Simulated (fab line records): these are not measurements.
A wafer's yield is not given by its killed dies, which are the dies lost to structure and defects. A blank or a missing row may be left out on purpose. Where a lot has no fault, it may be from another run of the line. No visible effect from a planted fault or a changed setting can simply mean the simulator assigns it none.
Which tool did it?	flow gf180mcu	Sampling: 10 lots, 30 wafers, 4 of 602 route steps

== WHAT EACH GAUGE READ, for each wafer ==
GF_MIM_THK_MEAS_06. Usual: MIM_CVD_05_THK gives 43.0 nm (standard deviation 0.54).
lot	measured	on	MIM_CVD_05_THK (nm)	flag
L324	day 24 05:25	film-metro-04	42.7 43.3 43.5	
L325	day 24 19:59	film-metro-02	42.5 42.8 43.0	
L326	day 25 00:16	film-metro-03	42.6 43.4 43.3	
L327	day 25 07:52	film-metro-02	43.2 43.1 43.4	
L328	day 25 20:05	film-metro-03	41.9 42.5 42.8	
L330	day 26 21:25	film-metro-02	43.0 43.7 43.3	
L335	day 28 03:39	film-metro-02	42.5 42.7 43.3	
L336	day 28 08:55	film-metro-04	42.9 43.2 43.8	
L342	day 30 03:16	film-metro-03	42.4 43.0 43.3	
L346	day 31 02:35	film-metro-03	42.4 42.2 42.8	

GF_MIM_RS_MEAS_10: the measuring method here is four-point-probe. Usual: MIM_ALCU_RS gives 0.1593 ohm/sq (standard deviation 0.002).
lot	measured	on	MIM_ALCU_RS (ohm/sq)	flag
L324	day 24 05:36	film-metro-02	0.1569 0.1567 0.1575	
L325	day 24 20:10	film-metro-03	0.1586 0.1536 0.1593	
L326	day 25 00:26	film-metro-04	0.1555 0.1563 0.1581	
L327	day 25 08:01	film-metro-03	0.1567 0.1634 0.1624	
L328	day 25 20:15	film-metro-02	0.1576 0.1590 0.1571	
L330	day 26 21:35	film-metro-04	0.1622 0.1616 0.1638	
L335	day 28 03:49	film-metro-04	0.1595 0.1626 0.1596	
L336	day 28 09:05	film-metro-02	0.1607 0.1613 0.1599	
L342	day 30 03:26	film-metro-02	0.1620 0.1586 0.1606	
L346	day 31 02:45	film-metro-02	0.1613 0.1601 0.1591	

GF_PASSIVATION_THK_MEAS_01. Usual: PASSIVATION_CVD_00_THK gives 1037 nm (standard deviation 15).
lot	measured	on	PASSIVATION_CVD_00_THK (nm)	flag
L324	day 27 21:25	film-metro-04	1043 1045 1052	
L325	day 28 12:35	film-metro-04	1022 1038 1052	
L326	day 28 14:46	film-metro-01	1022 1048 1051	
L327	day 28 20:32	film-metro-01	1033 1020 1031	
L328	day 29 07:58	film-metro-01	1055 1066 1066	
L330	day 30 08:13	film-metro-04	1017 1043 1055	
L335	day 31 11:16	film-metro-01	1040 1033 1063	
L336	day 31 14:43	film-metro-01	1026 1016 1022	
L342	day 33 03:38	film-metro-01	1032 1051 1046	
L346	day 33 23:39	film-metro-01	1019 1022 1042	

== WHICH TOOL RAN EACH LOT (tool, then ch and the chambers of the sampled wafers, then the start) ==
lot	GF_TOP_METAL_SPUTTER_03
L324	pvd-sputter-03, day 27 00:25
L325	pvd-sputter-01, day 27 16:45
L326	pvd-sputter-04, day 27 18:00
L327	pvd-sputter-04, day 28 00:38
L328	pvd-sputter-04, day 28 12:15
L330	pvd-sputter-03, day 29 11:31
L335	pvd-sputter-04, day 30 16:47
L336	pvd-sputter-04, day 30 20:32
L342	pvd-sputter-03, day 32 11:06
L346	pvd-sputter-01, day 33 07:10
- GF_TOP_METAL_SPUTTER_03: material Ti, target thk 5 nm, time 3.3 s.

== WHAT THE TOOLS THEMSELVES READ (means of the sampled wafers that have a number; where no wafer has one, the mark that the record gives instead) ==
GF_TOP_METAL_SPUTTER_03. Usual: chamber-pressure-pa 0.3001 Pa, standard deviation 0.00063; throttle-valve-pct 29.7 %, standard deviation 0.87.
lot	tool	chamber-pressure-pa (Pa)	throttle-valve-pct (%)	flag
L324	pvd-sputter-03	0.2998	29.9	
L325	pvd-sputter-01	0.2999	31.0	
L326	pvd-sputter-04	0.2999	29.0	
L327	pvd-sputter-04	0.2998	29.4	
L328	pvd-sputter-04	0.3000	29.2	
L330	pvd-sputter-03	0.2995	30.4	
L335	pvd-sputter-04	0.2491	31.9	OFF
L336	pvd-sputter-04	0.2488	32.1	OFF
L342	pvd-sputter-03	0.2998	29.7	
L346	pvd-sputter-01	0.3006	30.2	

== THE ANSWER, worked out from the rows above alone ==
Rule: lot off if the mean of its wafers having a number is beyond 3 standard deviations from the usual mean. A lot without any number at a reading at which 4 lots or more have one is off too. Any other lot the step has rows for is counted as sound. Order of review: gauges by route order, followed by the tools' own readings, for which a lot's mean as printed above is used. The first step at which some lot is off is used, and at that step the reading that is off furthest; a lot without a number counts as furthest.
Off at GF_TOP_METAL_SPUTTER_03 (chamber-pressure-pa): L335, L336.
If a tool, at that step or one of the process steps before it, ran each lot that is off and ran no sound lot following the first of them, it fits. One candidate fits, namely pvd-sputter-04 at GF_TOP_METAL_SPUTTER_03. A fault onset in the window from L328 (day 28 12:15, its last sound lot) to L335 (day 30 16:47, its first lot off) fits.
On the lots that are off, the tool's own readings at GF_TOP_METAL_SPUTTER_03 differ by more than 5 times the standard deviation of the sound lots' means, which bears it out; chamber-pressure-pa reads 0.2490 Pa there versus 0.2999 Pa on the sound lots.

== WHAT WAS PUT IN BY THE SIMULATOR ==
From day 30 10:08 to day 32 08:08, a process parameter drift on pvd-sputter-04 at GF_TOP_METAL_SPUTTER_03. From 0.3, the setting chamber-pressure-pa moved by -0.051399. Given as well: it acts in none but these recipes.
Lots struck among those shown: L335, L336. The same result came from the rule above.
